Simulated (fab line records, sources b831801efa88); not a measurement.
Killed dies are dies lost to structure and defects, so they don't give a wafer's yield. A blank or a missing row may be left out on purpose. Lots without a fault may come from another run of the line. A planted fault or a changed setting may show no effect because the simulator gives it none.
fab line records | flow sky130 | part 2 of 2: steps 32 to 44 of 44
record lots=5 wafers=15 last_day=50
route steps=708 shown SONOS_TUNNEL@156 SONOS_ONO@168 GATE_OXIDE@187
lots that met no fault: from a run of the same line without faults
start_h: hours from the record's first day to the start of the lot's first wafer shown | wait_h: hours since the lot's step before | " the same as in the row above | L1.1+2: a row that stands for several wafers | - no value, or no start given | * or withheld: withheld | < > ~ a bound
route shown NAME@n: a module of which the file shows steps, and the number in the route of the first | usual: mean/standard deviation of fault-free wafers | same: alike in all rows | chamber/n: place in a boat | sites: the reading at each site | _std_site: their standard deviation | _edge_site: outer sites' mean less inner sites' | radius_mm: how far each site lies from the wafer's centre | mask NAME#n: copy n | behind: the tool/chamber that last shaped the wafer | hold: why the lot was held/for how many hours/how that ended | device: the transistor (n, p or np) that didn't switch | end of line: the same wafers' tests at the end of the route | a step without rows: its recipe alone | killed: dies lost to structure and defects at the first sort, not the wafer's yield | map: a wafer's dies, x killed, . not, _ none there
set.NAME: the setting as run; set.NAME@STEP: as run at that earlier step | model.NAME: the simulator's own value behind a step, which no gauge read
lots at some steps of the route; a table a step, a row a wafer
services: from which hour (start_h, from the record's first day; less than 0 if before it) a tool's chamber was out of use, for how many hours, and why
## steps
# step SKY_GATE_OXIDE_CLEAN_00
# recipe chemistry=SC1/SC2 mix=1:4:20 temp_c=70 time_s=150 dry=n2_spin
# columns lot.wafer tool chamber start_h wait_h
L077.1+2+6 wet_bench-04 1 310.06 0.0
L081.3+5+6 wet_bench-01 2 360.71 0.0
L089.3+5+6 wet_bench-02 1 402.74 0.0
L091.2+4+6 wet_bench-02 0 421.79 0.0
L097.2+5+6 wet_bench-04 3 486.64 0.0
# step SKY_GATE_OXIDE_OXIDATION_01
# recipe temp_c=900 ambient=O2 stabilise_s=600 purge_s=300 target_thk_a=102.68 ox_time_s=1473
# usual spike_tc_top_C=909.1/2.1
# columns lot.wafer tool chamber start_h wait_h spike_tc_top_C
L077.1 furnace-02 0 310.11 0.0 910.4
L077.2 " 0 " " 912.3
L077.6 " 0 " " 912.3
L081.3 furnace-01 0 361.00 0.2 907.7
L081.5 " 0 " " 907.8
L081.6 " 0 " " 907.3
L089.3 furnace-02 0 404.23 1.4 910.8
L089.5 " 0 " " 912.2
L089.6 " 0 " " 911.7
L091.2 furnace-01 0 422.75 0.9 906.7
L091.4 " 0 " " 909.3
L091.6 " 0 " " 907.4
L097.2 furnace-01 0 487.22 0.5 908.9
L097.5 " 0 " " 908.7
L097.6 " 0 " " 907.7
# step SKY_GATE_OXIDE_THK_MEAS_02
# recipe reads=SiO2_of_GATE_OXIDE_OXIDATION_01
# usual GATE_OXIDE_OXIDATION_00_THK=10.23/0.22
# columns lot.wafer tool chamber start_h wait_h GATE_OXIDE_OXIDATION_00_THK[nm]
L077.1 film_metro-04 - 311.52 0.0 10.08
L077.2 " - " " 10.15
L077.6 " - " " 9.98
L081.3 film_metro-04 - 362.49 0.1 10.39
L081.5 " - " " 10.26
L081.6 " - " " 10.25
L089.3 film_metro-04 - 405.66 0.0 10.00
L089.5 " - " " 10.19
L089.6 " - " " 10.09
L091.2 film_metro-04 - 424.17 0.0 10.29
L091.4 " - " " 10.34
L091.6 " - " " 10.36
L097.2 film_metro-02 - 488.64 0.0 9.98
L097.5 " - " " 10.13
L097.6 " - " " 10.10
# step SKY_GATE_OXIDE_DEHYDRATE_03
# recipe temp_c=200 time_s=60
# columns lot.wafer tool chamber start_h wait_h
L077.1+2+6 litho_track-01 0 323.75 12.2
L081.3+5+6 litho_track-01 0 376.05 13.5
L089.3+5+6 litho_track-02 0 419.19 13.5
L091.2+4+6 litho_track-01 0 437.78 13.6
L097.2+5+6 litho_track-03 0 502.19 13.5
# step SKY_GATE_OXIDE_HMDS_04
# recipe prime_time_s=60 prime_temp_c=120
# columns lot.wafer tool chamber start_h wait_h
L077.1+2+6 litho_track-01 0 323.90 0.1
L081.3+5+6 litho_track-01 0 376.20 0.1
L089.3+5+6 litho_track-02 0 419.34 0.1
L091.2+4+6 litho_track-01 0 437.93 0.1
L097.2+5+6 litho_track-03 0 502.34 0.1
# step SKY_GATE_OXIDE_COAT_05
# recipe resist=NOVOLAK spin_rpm=3000 resist_thk_nm=1140
# usual spin_speed_rpm=2999.9/1.7
# columns lot.wafer tool chamber start_h wait_h spin_speed_rpm
L077.1 litho_track-01 0 324.05 0.1 3001.5
L077.2 " 0 " " 3001.1
L077.6 " 0 " " 2997.4
L081.3 litho_track-01 0 376.35 0.1 2999.0
L081.5 " 0 " " 2998.2
L081.6 " 0 " " 2999.7
L089.3 litho_track-02 0 419.49 0.1 2999.7
L089.5 " 0 " " 3000.6
L089.6 " 0 " " 3003.3
L091.2 litho_track-01 0 438.08 0.1 2999.8
L091.4 " 0 " " 2999.0
L091.6 " 0 " " 3002.2
L097.2 litho_track-03 0 502.49 0.1 2999.3
L097.5 " 0 " " 2999.9
L097.6 " 0 " " 2998.1
# step SKY_GATE_OXIDE_SOFTBAKE_06
# recipe temp_c=89.37 time_s=60 resist=NOVOLAK
# columns lot.wafer tool chamber start_h wait_h
L077.1+2+6 litho_track-01 0 324.20 0.1
L081.3+5+6 litho_track-01 0 376.50 0.1
L089.3+5+6 litho_track-02 0 419.64 0.1
L091.2+4+6 litho_track-01 0 438.23 0.1
L097.2+5+6 litho_track-03 0 502.64 0.1
# step SKY_GATE_OXIDE_EXPOSE_07
# recipe mask_id=LVOM na=0.6 source_shape=conventional sigma_outer=0.6 polarization=unpolarized target_cd_nm=600 dose_mj=170
# usual focus_offset_nm=0.0/0.57
# columns lot.wafer tool chamber start_h wait_h mask focus_offset_nm
L077.1 iline_stepper-02 0 - - LVOM#0 0.0
L077.2 " 0 " " LVOM#0 -0.4
L077.6 " 0 " " LVOM#0 0.2
L081.3 iline_stepper-02 0 - - LVOM#0 -0.7
L081.5 " 0 " " LVOM#0 -0.3
L081.6 " 0 " " LVOM#0 -0.6
L089.3 iline_stepper-02 0 - - LVOM#0 0.6
L089.5 " 0 " " LVOM#0 1.5
L089.6 " 0 " " LVOM#0 0.5
L091.2 iline_stepper-02 0 - - LVOM#0 -0.2
L091.4 " 0 " " LVOM#0 -0.2
L091.6 " 0 " " LVOM#0 -0.3
L097.2 iline_stepper-02 0 - - LVOM#0 0.0
L097.5 " 0 " " LVOM#0 1.0
L097.6 " 0 " " LVOM#0 -0.2
# step SKY_GATE_OXIDE_PEB_08
# recipe temp_c=withheld time_s=* resist=NOVOLAK
# columns lot.wafer tool chamber start_h wait_h
L077.1+2+6 litho_track-01 0 - -
L081.3+5+6 litho_track-03 0 - -
L089.3+5+6 litho_track-01 0 - -
L091.2+4+6 litho_track-02 0 - -
L097.2+5+6 litho_track-03 0 - -
# step SKY_GATE_OXIDE_DEVELOP_09
# recipe resist=NOVOLAK developer=TMAH develop_time_s=60 dev_temp_c=23
# columns lot.wafer tool chamber start_h wait_h
L077.1+2+6 litho_track-01 0 337.35 0.1
L081.3+5+6 litho_track-03 0 391.27 0.1
L089.3+5+6 litho_track-01 0 434.75 0.1
L091.2+4+6 litho_track-02 0 452.36 0.1
L097.2+5+6 litho_track-03 0 518.64 0.1
# step SKY_GATE_OXIDE_OVL_MEAS_10
# usual GATE_OXIDE_OVL=0.1/1.6
# columns lot.wafer tool chamber start_h wait_h GATE_OXIDE_OVL[nm]
L077.1 overlay-02 - 337.50 0.1 -0.7
L077.2 " - " " -1.6
L077.6 " - " " -0.3
L081.3 overlay-01 - 391.38 0.1 0.5
L081.5 " - " " -0.7
L081.6 " - " " -0.6
L089.3 overlay-01 - 434.87 0.1 -1.3
L089.5 " - " " -1.0
L089.6 " - " " -1.5
L091.2 overlay-02 - 452.49 0.1 1.6
L091.4 " - " " 2.5
L091.6 " - " " 0.6
L097.2 overlay-01 - 518.77 0.1 2.8
L097.5 " - " " 2.1
L097.6 " - " " 1.7
# step SKY_GATE_OXIDE_IMPLANT_11
# recipe species=B energy_kev=10 dose_cm2=2.6e+12 tilt_deg=withheld
# columns lot.wafer tool chamber start_h wait_h
L077.1+2+6 implanter-04 0 337.54 0.0
L081.3+5+6 implanter-02 0 391.45 0.1
L089.3+5+6 implanter-03 0 434.94 0.1
L091.2+4+6 implanter-03 0 452.55 0.0
L097.2+5+6 implanter-02 0 518.83 0.0
# step SKY_GATE_OXIDE_WET_ETCH_12
# recipe chemistry=dHF target_depth_nm=16.8 dry=n2_spin target=SiO2 dilution=100:1 temp_c=25 time_s=336
# columns lot.wafer tool chamber start_h wait_h
L077.1+2+6 wet_bench-02 1 337.69 0.1
L081.3+5+6 wet_bench-01 0 391.55 0.1
L089.3+5+6 wet_bench-02 1 435.04 0.1
L091.2+4+6 wet_bench-02 3 452.67 0.1
L097.2+5+6 wet_bench-04 3 518.95 0.1
## services
# columns tool chamber start_h hours kind
iline_stepper-01 - 245.86 2.1 pm
plasma_asher-01 - 251.18 9.3 repair
iline_stepper-02 - 274.25 2.5 repair
iline_stepper-01 - 279.83 1.7 pm
lpcvd-03 - 303.15 28.1 pm
implanter-02 - 327.63 4.4 repair
implanter-02 - 341.22 7.2 repair
iline_stepper-01 - 341.28 4.4 pm
furnace-02 - 362.90 3.1 pm
lpcvd-02 - 375.00 2.8 pm
rie_diel-01 3 377.78 2.5 repair
lpcvd-03 - 381.60 1.4 repair
furnace-01 - 395.08 3.4 pm
lpcvd-02 - 425.21 28.1 pm
iline_stepper-02 - 427.11 1.7 pm
wet_bench-01 - 430.34 1.7 repair
wet_bench-02 - 441.79 2.1 repair
rie_diel-01 2 448.22 1.7 repair
lpcvd-03 - 462.44 0.5 repair
lpcvd-02 - 476.58 0.7 repair
implanter-02 - 483.67 3.4 pm
furnace-02 - 484.23 3.7 pm
lpcvd-03 - 490.58 2.8 pm
iline_stepper-01 - 498.01 1.7 pm
